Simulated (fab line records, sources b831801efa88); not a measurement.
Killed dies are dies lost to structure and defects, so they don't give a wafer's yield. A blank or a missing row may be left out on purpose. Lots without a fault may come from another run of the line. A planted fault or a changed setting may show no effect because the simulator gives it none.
fab line records | flow gf180mcu
record lots=13 wafers=39 last_day=34
route steps=602 shown NWELL@52 LVPWELL@64 DUAL_GATE@144 POLY_GATE@168 HV_LDD@228
lots that met no fault: from a run of the same line without faults
start_h: hours from the record's first day to the start of the lot's first wafer shown | wait_h: hours since the lot's step before | " the same as in the row above | L1.1+2: a row that stands for several wafers | - no value, or no start given | * or withheld: withheld | < > ~ a bound
route shown NAME@n: a module of which the file shows steps, and the number in the route of the first | usual: mean/standard deviation of fault-free wafers | same: alike in all rows | chamber/n: place in a boat | sites: the reading at each site | _std_site: their standard deviation | _edge_site: outer sites' mean less inner sites' | radius_mm: how far each site lies from the wafer's centre | mask NAME#n: copy n | behind: the tool/chamber that last shaped the wafer | hold: why the lot was held/for how many hours/how that ended | device: the transistor (n, p or np) that didn't switch | end of line: the same wafers' tests at the end of the route | a step without rows: its recipe alone | killed: dies lost to structure and defects at the first sort, not the wafer's yield | map: a wafer's dies, x killed, . not, _ none there
set.NAME: the setting as run; set.NAME@STEP: as run at that earlier step | model.NAME: the simulator's own value behind a step, which no gauge read
steps of the route over a sample of lots; a table a step, a row a wafer
services: from which hour (start_h, from the record's first day; less than 0 if before it) a tool's chamber was out of use, for how many hours, and why
## steps
# step GF_NWELL_STRIP_10
# recipe chemistry=O2/N2 power_w=1400 pressure_mtorr=1500 platen_temp_c=250 o2_flow_sccm=3000 n2_flow_sccm=300 overash_fraction=0.5
# usual drypump_motor_current_A=5.79/0.21 heater_power_w=330/15 n2_flow_sccm=299.8/0.91 oes_product_au=0.723/0.0046 strip_time_to_endpoint_s=36.96/0.096
# columns lot.wafer tool chamber start_h wait_h drypump_motor_current_A heater_power_w n2_flow_sccm oes_product_au rf_hours_counter_h strip_time_to_endpoint_s
L753.2 plasma_asher-04 1 56.78 0.1 5.58 340 300.3 0.720 40 37.02
L753.5 " 1 " " 5.57 346 299.8 0.716 - 37.08
L753.6 " 0 " " 5.72 311 300.2 0.718 - 36.87
L755.1 plasma_asher-04 0 65.96 0.1 5.71 318 301.0 0.728 42 37.12
L755.4 " 0 " " 5.71 314 299.2 0.727 - 37.17
L755.5 " 1 " " 5.61 345 301.1 0.725 - 37.19
L757.1 plasma_asher-02 0 77.33 0.1 5.60 338 300.8 0.725 30 36.91
L757.3 " 0 " " 5.59 342 298.9 0.728 - 36.98
L757.5 " 1 " " 6.07 315 300.1 0.732 - 36.99
L761.1 plasma_asher-04 0 100.98 0.1 5.69 320 300.2 0.716 45 37.08
L761.4 " 0 " " 5.70 314 301.1 0.727 - 36.87
L761.6 " 0 " " 5.69 333 300.3 0.721 - 36.90
L763.3 plasma_asher-02 0 115.11 0.1 5.62 343 300.7 0.725 - 37.12
L763.4 " 1 " " 6.07 308 299.2 0.722 - 37.05
L763.6 " 0 " " 5.62 341 300.0 0.721 - 37.06
L765.2 plasma_asher-04 1 122.83 0.1 5.60 347 300.3 0.723 48 36.97
L765.5 " 0 " " 5.71 314 296.7 0.720 - 36.98
L765.6 " 1 " " 5.62 339 301.2 0.719 - 36.94
L767.1 plasma_asher-04 1 131.83 0.1 5.58 343 298.9 0.951 48 -
L767.3 " 1 " " 5.62 338 299.7 0.957 - -
L767.5 " 1 " " 5.61 347 299.9 0.951 - -
L768.2 plasma_asher-03 1 138.83 0.1 6.13 342 300.5 0.721 48 36.87
L768.4 " 0 " " 5.85 329 298.7 0.724 - 36.90
L768.6 " 0 " " 5.83 320 298.3 0.729 - 36.98
L771.2 plasma_asher-03 1 153.13 0.1 6.15 335 299.7 0.720 49 36.88
L771.3 " 1 " " 6.19 332 300.9 0.719 - 36.82
L771.4 " 0 " " 5.82 321 301.6 0.727 - 36.84
L772.1 plasma_asher-02 0 160.48 0.1 5.60 343 298.8 0.724 39 37.06
L772.2 " 1 " " 6.04 314 299.1 0.732 39 36.99
L772.6 " 1 " " 6.07 314 299.4 0.720 - 37.08
L773.2 plasma_asher-02 1 165.53 0.1 6.04 310 299.0 0.728 40 36.92
L773.4 " 1 " " 6.10 316 299.6 0.726 - 36.94
L773.5 " 1 " " 6.06 310 300.0 0.722 - 37.04
L774.4 plasma_asher-02 0 174.31 0.1 5.61 341 299.8 0.720 - 36.95
L774.5 " 0 " " 5.60 345 299.5 0.724 - 36.95
L774.6 " 1 " " 6.04 306 299.6 0.721 - 36.98
L776.1 plasma_asher-04 1 182.06 0.1 5.59 343 301.2 0.723 54 37.09
L776.2 " 0 " " 5.69 306 298.9 0.727 54 37.06
L776.3 " 0 " " 5.71 318 300.8 0.730 - 37.04
# step GF_LVPWELL_STRIP_10
# recipe chemistry=O2/N2 power_w=1400 pressure_mtorr=1500 platen_temp_c=250 o2_flow_sccm=3000 n2_flow_sccm=300 overash_fraction=0.5
# usual drypump_motor_current_A=5.84/0.21 heater_power_w=332/17 n2_flow_sccm=300.0/0.88 oes_product_au=0.723/0.0046 strip_time_to_endpoint_s=36.91/0.096
# columns lot.wafer tool chamber start_h wait_h drypump_motor_current_A heater_power_w n2_flow_sccm oes_product_au rf_hours_counter_h strip_time_to_endpoint_s
L753.2 plasma_asher-03 1 69.26 0.1 6.12 341 299.5 0.722 41 36.93
L753.5 " 1 " " 6.17 332 299.8 0.723 - 36.91
L753.6 " 0 " " 5.75 320 299.4 0.725 - 36.97
L755.1 plasma_asher-01 1 79.16 0.1 6.01 382 300.9 0.725 40 36.96
L755.4 " 1 " " 5.98 364 299.6 0.721 - 36.98
L755.5 " 0 " " 5.82 315 298.9 0.727 - 36.87
L757.1 plasma_asher-03 1 91.08 0.1 6.15 335 301.6 0.725 43 36.92
L757.3 " 0 " " 5.80 324 300.6 0.725 - 36.78
L757.5 " 0 " " 5.85 320 300.8 0.714 - 36.94
L761.1 plasma_asher-04 1 116.36 0.1 5.60 354 301.2 0.719 47 36.95
L761.4 " 0 " " 5.70 322 300.2 0.712 - 36.92
L761.6 " 0 " " 5.71 305 300.5 0.724 - 36.99
L763.3 plasma_asher-03 1 131.04 0.1 6.10 348 298.4 0.726 - 36.85
L763.4 " 0 " " 5.82 320 299.6 0.723 - 36.90
L763.6 " 1 " " 6.11 329 300.1 0.725 - 36.80
L765.2 plasma_asher-03 0 138.26 0.1 5.85 326 299.9 0.719 48 36.83
L765.5 " 1 " " 6.19 342 300.4 0.713 - 36.89
L765.6 " 0 " " 5.82 323 301.0 0.725 - 36.85
L767.1 plasma_asher-04 1 146.81 0.1 5.64 346 299.8 0.731 50 48.82
L767.3 " 1 " " 5.59 340 299.9 0.725 - 48.75
L767.5 " 1 " " 5.60 336 299.3 0.722 - 48.76
L768.2 plasma_asher-03 1 153.58 0.1 6.17 334 300.3 0.726 49 36.87
L768.4 " 1 " " 6.23 343 298.7 0.722 - 36.92
L768.6 " 0 " " 5.86 325 298.0 0.723 - 36.91
L771.2 plasma_asher-04 1 169.21 0.1 5.61 347 300.3 0.727 52 36.94
L771.3 " 1 " " 5.63 344 300.1 0.726 - 36.97
L771.4 " 0 " " 5.69 320 301.5 0.723 - 37.09
L772.1 plasma_asher-03 0 176.71 0.1 5.79 327 301.6 0.726 52 36.99
L772.2 " 1 " " 6.17 333 301.5 0.719 52 37.03
L772.6 " 0 " " 5.82 328 300.2 0.720 - 36.98
L773.2 plasma_asher-01 1 182.63 0.1 6.04 362 299.8 0.723 7 36.84
L773.4 " 1 " " 6.00 365 301.4 0.727 - 36.95
L773.5 " 0 " " 5.77 316 300.3 0.731 - 36.92
L774.4 plasma_asher-04 0 190.86 0.1 5.71 317 300.0 0.727 - 36.76
L774.5 " 1 " " 5.59 346 299.9 0.723 - 36.77
L774.6 " 0 " " 5.70 316 300.2 0.720 - 36.68
L776.1 plasma_asher-01 1 199.06 0.1 6.02 370 299.9 0.723 8 36.89
L776.2 " 0 " " 5.81 323 300.4 0.721 8 36.88
L776.3 " 1 " " 6.02 361 299.0 0.722 - 36.96
# step GF_LVPWELL_TW_MEAS_11
# usual LVPWELL_TW=561.1/2.9
# columns lot.wafer tool chamber start_h wait_h LVPWELL_TW
L753.2 film_metro-02 - 69.37 0.1 556.6
L753.5 " - " " 557.1
L753.6 " - " " 557.4
L755.1 film_metro-03 - 79.26 0.1 559.7
L755.4 " - " " 561.4
L755.5 " - " " 559.5
L757.1 film_metro-02 - 91.18 0.1 557.1
L757.3 " - " " 560.8
L757.5 " - " " 556.2
L761.1 film_metro-02 - 116.46 0.1 559.4
L761.4 " - " " 558.4
L761.6 " - " " 556.2
L763.3 film_metro-02 - 131.13 0.1 561.5
L763.4 " - " " 565.3
L763.6 " - " " 560.4
L765.2 film_metro-02 - 138.37 0.1 561.4
L765.5 " - " " 565.7
L765.6 " - " " 561.5
L767.1 film_metro-04 - 146.91 0.1 107.0
L767.3 " - " " 109.4
L767.5 " - " " 106.5
L768.2 film_metro-02 - 153.69 0.1 559.1
L768.4 " - " " 560.5
L768.6 " - " " 558.2
L771.2 film_metro-04 - 169.32 0.1 558.1
L771.3 " - " " 558.2
L771.4 " - " " 561.2
L772.1 film_metro-04 - 176.81 0.1 558.2
L772.2 " - " " 560.0
L772.6 " - " " 558.1
L773.2 film_metro-02 - 182.74 0.1 563.9
L773.4 " - " " 563.8
L773.5 " - " " 567.5
L774.4 film_metro-02 - 190.96 0.1 561.8
L774.5 " - " " 563.7
L774.6 " - " " 562.2
L776.1 film_metro-04 - 199.16 0.1 564.3
L776.2 " - " " 564.9
L776.3 " - " " 563.3
# step GF_DUAL_GATE_THK_MEAS_03
# recipe reads=SiO2_of_DUAL_GATE_OXIDATION_02
# usual DUAL_GATE_OXIDATION_00_THK=10.75/0.21
# columns lot.wafer tool chamber start_h wait_h DUAL_GATE_OXIDATION_00_THK[nm]
L753.2 film_metro-02 - 159.43 0.0 11.16
L753.5 " - " " 11.15
L753.6 " - " " 11.03
L755.1 film_metro-02 - 172.96 0.0 10.51
L755.4 " - " " 10.60
L755.5 " - " " 10.64
L757.1 film_metro-01 - 184.36 0.0 10.52
L757.3 " - " " 10.51
L757.5 " - " " 10.59
L761.1 film_metro-02 - 214.93 0.0 10.52
L761.4 " - " " 10.67
L761.6 " - " " 10.71
L763.3 film_metro-02 - 234.10 0.0 11.18
L763.4 " - " " 11.29
L763.6 " - " " 11.03
L765.2 film_metro-02 - 240.66 0.0 10.74
L765.5 " - " " 10.65
L765.6 " - " " 10.76
L767.1 film_metro-01 - 251.29 0.0 10.28
L767.3 " - " " 10.51
L767.5 " - " " 10.71
L768.2 film_metro-01 - 261.54 0.0 10.70
L768.4 " - " " 10.58
L768.6 " - " " 10.80
L771.2 film_metro-02 - 278.95 0.0 10.69
L771.3 " - " " 10.71
L771.4 " - " " 10.60
L772.1 film_metro-02 - 288.92 0.0 10.59
L772.2 " - " " 10.79
L772.6 " - " " 11.01
L773.2 film_metro-01 - 295.66 0.0 10.97
L773.4 " - " " 10.95
L773.5 " - " " 10.83
L774.4 film_metro-03 - 303.57 0.0 10.61
L774.5 " - " " 10.60
L774.6 " - " " 10.59
L776.1 film_metro-01 - 314.37 0.0 10.73
L776.2 " - " " 10.68
L776.3 " - " " 10.85
# step GF_POLY_GATE_OVL_MEAS_11
# usual POLY_GATE_OVL=-2/4.5
# columns lot.wafer tool chamber start_h wait_h POLY_GATE_OVL[nm]
L753.2 overlay-01 - 197.00 0.1 -2
L753.5 " - " " 0
L753.6 " - " " 3
L755.1 overlay-02 - 210.29 0.1 1
L755.4 " - " " -3
L755.5 " - " " -4
L757.1 overlay-02 - 222.54 0.1 1
L757.3 " - " " -4
L757.5 " - " " -2
L761.1 overlay-02 - 255.67 0.1 7
L761.4 " - " " 6
L761.6 " - " " 2
L763.3 overlay-01 - 274.52 0.1 -4
L763.4 " - " " -5
L763.6 " - " " -5
L765.2 overlay-01 - 281.23 0.1 0
L765.5 " - " " -9
L765.6 " - " " -3
L767.1 overlay-01 - 294.86 0.1 -4
L767.3 " - " " -1
L767.5 " - " " -1
L768.2 overlay-02 - 303.70 0.1 -2
L768.4 " - " " -5
L768.6 " - " " -3
L771.2 overlay-01 - 322.57 0.1 -12
L771.3 " - " " -9
L771.4 " - " " -15
L772.1 overlay-01 - 334.12 0.1 -2
L772.2 " - " " 5
L772.6 " - " " 4
L773.2 overlay-01 - 341.67 0.1 -9
L773.4 " - " " -1
L773.5 " - " " 4
L774.4 overlay-01 - 348.44 0.1 4
L774.5 " - " " 5
L774.6 " - " " 1
L776.1 overlay-01 - 360.42 0.1 -1
L776.2 " - " " -4
L776.3 " - " " -1
# step GF_HV_LDD_RTA_52
# recipe temp_c=1000 time_s=10 ambient=N2
# usual lamp_power_pct=31/6.9 wafer_temp_C_max=1004.1/0.98
# columns lot.wafer tool chamber start_h wait_h lamp_power_pct wafer_temp_C_max
L753.2 rtp_anneal-01 0 272.72 0.0 25 1004.5
L753.5 " 0 " " 25 1004.3
L753.6 " 0 " " 25 1003.4
L755.1 rtp_anneal-02 0 288.29 0.0 39 1003.2
L755.4 " 0 " " 39 1006.6
L755.5 " 0 " " 39 1003.8
L757.1 rtp_anneal-02 0 302.62 0.0 39 1004.6
L757.3 " 0 " " 39 1004.5
L757.5 " 0 " " 39 1004.4
L761.1 rtp_anneal-02 0 339.91 0.0 39 1003.4
L761.4 " 0 " " 39 1005.2
L761.6 " 0 " " 39 1004.7
L763.3 rtp_anneal-01 0 360.93 0.0 25 1004.2
L763.4 " 0 " " 25 1003.8
L763.6 " 0 " " 25 1003.7
L765.2 rtp_anneal-01 0 368.61 0.0 25 1003.4
L765.5 " 0 " " 25 1002.9
L765.6 " 0 " " 25 1005.7
L767.1 rtp_anneal-01 0 384.86 0.0 25 1004.2
L767.3 " 0 " " 25 1004.6
L767.5 " 0 " " 25 1003.3
L768.2 rtp_anneal-01 0 394.30 0.0 25 1004.8
L768.4 " 0 " " 25 1003.9
L768.6 " 0 " " 25 1003.5
L771.2 rtp_anneal-01 0 415.91 0.0 25 1004.4
L771.3 " 0 " " 25 1004.1
L771.4 " 0 " " 25 1003.6
L772.1 rtp_anneal-02 0 428.13 0.0 39 1005.1
L772.2 " 0 " " 39 1005.0
L772.6 " 0 " " 39 1003.7
L773.2 rtp_anneal-02 0 437.61 0.0 39 1004.0
L773.4 " 0 " " 39 1003.9
L773.5 " 0 " " 39 1004.9
L774.4 rtp_anneal-01 0 443.80 0.0 25 1005.2
L774.5 " 0 " " 25 1006.9
L774.6 " 0 " " 25 1003.9
L776.1 rtp_anneal-02 0 457.46 0.0 39 1002.8
L776.2 " 0 " " 39 1003.8
L776.3 " 0 " " 39 1002.9
## services
# columns tool chamber start_h hours kind
plasma_asher-03 - 39.64 14.6 pm
plasma_asher-01 - 40.61 3.4 repair
plasma_asher-02 - 48.58 0.6 repair
plasma_asher-04 - 49.74 0.9 repair
plasma_asher-02 - 51.65 1.5 repair
plasma_asher-03 - 64.48 2.8 pm
plasma_asher-01 - 72.99 2.8 pm
plasma_asher-02 - 83.67 0.7 repair
plasma_asher-01 - 108.75 9.0 pm
plasma_asher-01 - 109.99 6.4 repair
plasma_asher-04 - 187.94 2.8 repair
plasma_asher-02 - 200.67 6.0 repair
plasma_asher-02 - 216.60 14.6 pm
plasma_asher-02 - 259.07 4.0 pm
plasma_asher-04 - 271.60 2.8 pm
plasma_asher-03 - 293.37 0.3 repair
plasma_asher-01 - 303.92 0.5 repair
plasma_asher-02 - 319.00 11.9 pm
plasma_asher-02 - 330.89 28.1 pm
plasma_asher-01 - 340.65 0.5 repair
plasma_asher-03 - 355.53 1.5 repair
plasma_asher-04 - 421.25 9.0 pm
plasma_asher-03 - 430.27 4.6 repair
plasma_asher-01 - 452.13 11.7 repair
## key
first_sign step=GF_NWELL_STRIP_10 reading=oes_product_au direction=up sigmas=50 usual=0.723 struck=0.953
effect step=GF_LVPWELL_STRIP_10 reading=strip_time_to_endpoint_s direction=up sigmas=99+ usual=* struck=*
effect step=GF_LVPWELL_TW_MEAS_11 reading=LVPWELL_TW direction=down sigmas=99+ usual=561.1 struck=107.6
met_at GF_NWELL_STRIP_10
struck_lots L767
sort_left_out L767.1,L767.3,L767.5
tester_left_out L767
not_acting_at GF_DUAL_GATE_THK_MEAS_03,GF_POLY_GATE_OVL_MEAS_11,GF_HV_LDD_RTA_52
onset_between 122.83 131.83
fault kind=strip_aborted tool=plasma_asher-04 chamber=- onset_h=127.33 steps=GF_NWELL_STRIP_10 offset=0.54649 end_h=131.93
# tester_left_out: of these lots the tester's yield and bins aren't shown, on N5 and GAA mostly nor the transistor test; their killed dies are dies lost to structure and defects alone, not to doping, threshold or leakage, so they don't give the yield
# sort_left_out: the simulated sort isn't trusted on such a fault, so these wafers' sort isn't shown, and their yield isn't known
